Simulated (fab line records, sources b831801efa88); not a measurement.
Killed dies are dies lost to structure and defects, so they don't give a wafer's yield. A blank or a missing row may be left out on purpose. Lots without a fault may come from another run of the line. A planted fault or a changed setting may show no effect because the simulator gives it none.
Chamber matching | flow gf180mcu | GF_V5_CMP_04 on cmp-01: 4 sister chambers
The step polishes SiO2. 4 wafers are shown with their chamber, then 7 later ones without.

WAFERS WITH THEIR CHAMBER
wafer  | chamber | motor_current_A (A)
L719.5 | 0       | 11.3
L725.1 | 3       | 12.4
L735.2 | 1       | 14.2
L735.3 | 2       | 10.6

WAFERS WITHOUT THEIR CHAMBER
wafer  | motor_current_A (A)
L735.4 | 11.7
L736.2 | 15.3
L736.3 | 11.4
L736.6 | 10.9
L737.1 | 14.7
L737.5 | 10.3
L737.6 | 11.9

WHICH CHAMBER EACH WENT THROUGH
wafer  | from the rows above          | in truth
L735.4 | can't be placed: 0 or 3 or 2 | 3
L736.2 | 1                            | 1
L736.3 | can't be placed: 0 or 2 or 3 | 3
L736.6 | can't be placed: 2 or 0      | 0
L737.1 | 1                            | 1
L737.5 | can't be placed: 2 or 0      | 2
L737.6 | can't be placed: 3 or 0 or 2 | 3
Placed correctly: 2 of 7. Can't be placed from these rows: 5 (the true chamber is among the candidates in 5). Placed wrongly: 0.
How it was worked out, from the rows above alone: a wafer's distance from a chamber is the root of the sum, over the readings, of the square of ((its reading less the chamber's mean) divided by the reading's scatter). The wafer belongs to the nearest chamber; if the next one is less than 2 further off, it can't be placed. A chamber's mean is the mean of its shown wafers. The scatter: with one shown wafer a chamber, the root of the mean of the squares of how far each hidden wafer lies from its nearest shown one.
